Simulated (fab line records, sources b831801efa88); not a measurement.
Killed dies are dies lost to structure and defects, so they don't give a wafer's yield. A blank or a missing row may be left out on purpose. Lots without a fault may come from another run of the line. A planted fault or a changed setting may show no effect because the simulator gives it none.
A struck lot beside a sound one | flow sky130 | 17 steps out of a route of 708
Sound: wafers L472.1, L472.3, L472.6. Struck: wafer L473.1. (L473.2, L473.5 of the same lot were not struck and are left out.) The cause comes at the end.
At each step with rows: each side's tool, then ch and its chambers, then its first start. Under that, the readings that differ: sound wafers | struck wafers | difference of the means | sigmas: that difference in standard deviations of wafers without a fault.
alike: readings whose means differ by less than 2 such deviations, and words and numbers that are the same on both sides. not compared: withheld readings, readings that some wafer has no value for, bounds like >300 that may hide the same value, and numbers for which the record gives no deviation and whose values overlap.
The two part at a step that has a row with sigmas, a row that says differs or no value, or rows on one side only. Numbers that don't overlap but have no deviation are shown without sigmas and don't part them. A reading that every wafer of one side lacks parts them only if that side has two wafers or more.

first, 3 steps without rows for these wafers: SKY_VIA1_EXPOSE_09 (exposes mask VIM, target cd 150 nm); SKY_VIA1_PEB_10; SKY_VIA1_DEVELOP_11 (develop time 60 s).
SKY_VIA1_CD_MEAS_12: target cd 150 nm.
  sound on cd_sem-02, day 39 16:37; struck on cd_sem-01, day 39 18:02
  alike: cd_nm
SKY_VIA1_OVL_MEAS_13:
  sound on overlay-01, day 39 16:44; struck on overlay-01, day 39 18:09
  alike: VIA1_OVL
SKY_VIA1_ETCH_14: etches BARC in N2/H2, stops on SiO2, time 45.9 s, target depth 60 nm.
  sound on rie_diel-04 ch 0,1,2, day 39 16:47; struck on rie_diel-03 ch 3, day 39 18:11
  alike: chamber_pressure_mTorr, drypump_motor_current_A, h2_flow_sccm, oes_product_au, throttle_valve_pct
  not compared: rf_hours_counter_h
SKY_VIA1_ETCH_15: etches SiO2 in C4F8/O2/Ar, stops on TiN, target depth 351 nm, time 54 s.
  sound on rie_diel-04 ch 0,1,2, day 39 16:49; struck on rie_diel-03 ch 3, day 39 18:14
  alike: chamber_pressure_mTorr, oes_product_au
  not compared: rf_hours_counter_h
SKY_VIA1_STRIP_16: strips in O2/N2.
  sound on plasma_asher-01 ch 0,1, day 39 16:52; struck on plasma_asher-02 ch 0, day 39 18:17
  alike: chamber_pressure_mTorr, drypump_motor_current_A, o2_flow_sccm, oes_product_au, strip_time_to_endpoint_s
  not compared: rf_hours_counter_h
then, 3 steps without rows for these wafers: SKY_VIA1_STRIP_17 (strips in post etch residue remover, time 1200 s); SKY_VIA1_CLEAN_18 (cleans in IPA, time 180 s); SKY_VIA1_CLEAN_19 (cleans in O3/DIW).
SKY_VIA1_SPUTTER_20: material TiN, target thk 20 nm, time 80 s.
  sound on pvd_sputter-04, day 39 17:28; struck on pvd_sputter-01, day 39 18:52
  alike: throttle_valve_pct
SKY_VIA1_CVD_21: deposits W, target thk 270 nm, time 80.902 s.
  sound on cvd_w-02 ch 0,1, day 39 17:31; struck on cvd_w-01 ch 0, day 39 18:56
  reading                            | sound             | struck | difference | sigmas
  chamber_pressure_Torr (Torr)       | 40.06 39.94 39.98 | 47.67  | +7.68      | +98
  model.W_of_VIA1_CVD_21.thk_nm (nm) | 267.5 268.6 264   | 292.9  | +26.2      |
  alike: heater_power_w
  not compared: since_wet_clean_h
SKY_VIA1_RS_MEAS_22: measures by four-point-probe.
  sound on film_metro-03, day 39 17:37; struck on film_metro-03, day 39 19:02
  reading            | sound             | struck | difference | sigmas
  VIA1_W_RS (ohm/sq) | 0.430 0.428 0.437 | 0.393  | -0.039     | -8
SKY_VIA1_THK_MEAS_23: measures by xrf.
  sound on film_metro-03, day 39 17:44; struck on film_metro-03, day 39 19:09
  reading         | sound             | struck | difference | sigmas
  VIA1_W_THK (nm) | 263.1 263.5 260.2 | 287.8  | +25.5      | +9
SKY_VIA1_CMP_24: polishes, stops on SiO2, t overpolish 15 s, target thk 0 nm.
  sound on cmp-02 ch 0,2,3, day 39 17:53; struck on cmp-01 ch 2, day 39 19:13
  alike: motor_current_A, platen_rpm
-- the record jumps here: 10 days lie between the struck wafers' starts before and after (it left off in module VIA1 and takes up again in module PAD_OPEN, whose first step shown is number 708 of the route) --
SKY_PAD_OPEN_PROBE_99:
  sound on prober-01, day 49 20:19; struck on prober-02, day 49 22:13
  alike: defect_limited_yield, killed_at_M0_to_M3, killed_at_M4_up, killed_at_contacts, killed_at_front_end, killed_at_other, killed_dies, killed_open, killed_short, sort_bin_3_pad_short, sort_bin_5_function, sort_bin_6_memory, sort_n_pass, sort_yield_pct

WHERE THEY PART
First at SKY_VIA1_CVD_21; last, within this record, at SKY_VIA1_THK_MEAS_23. Later steps at which nothing parts them and some readings are alike: SKY_VIA1_CMP_24, SKY_PAD_OPEN_PROBE_99.

WHY: what the simulator had put in
Process parameter drift: cvd_w-01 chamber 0, from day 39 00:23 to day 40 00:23, at SKY_VIA1_CVD_21. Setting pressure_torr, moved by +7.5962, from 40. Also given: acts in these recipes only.
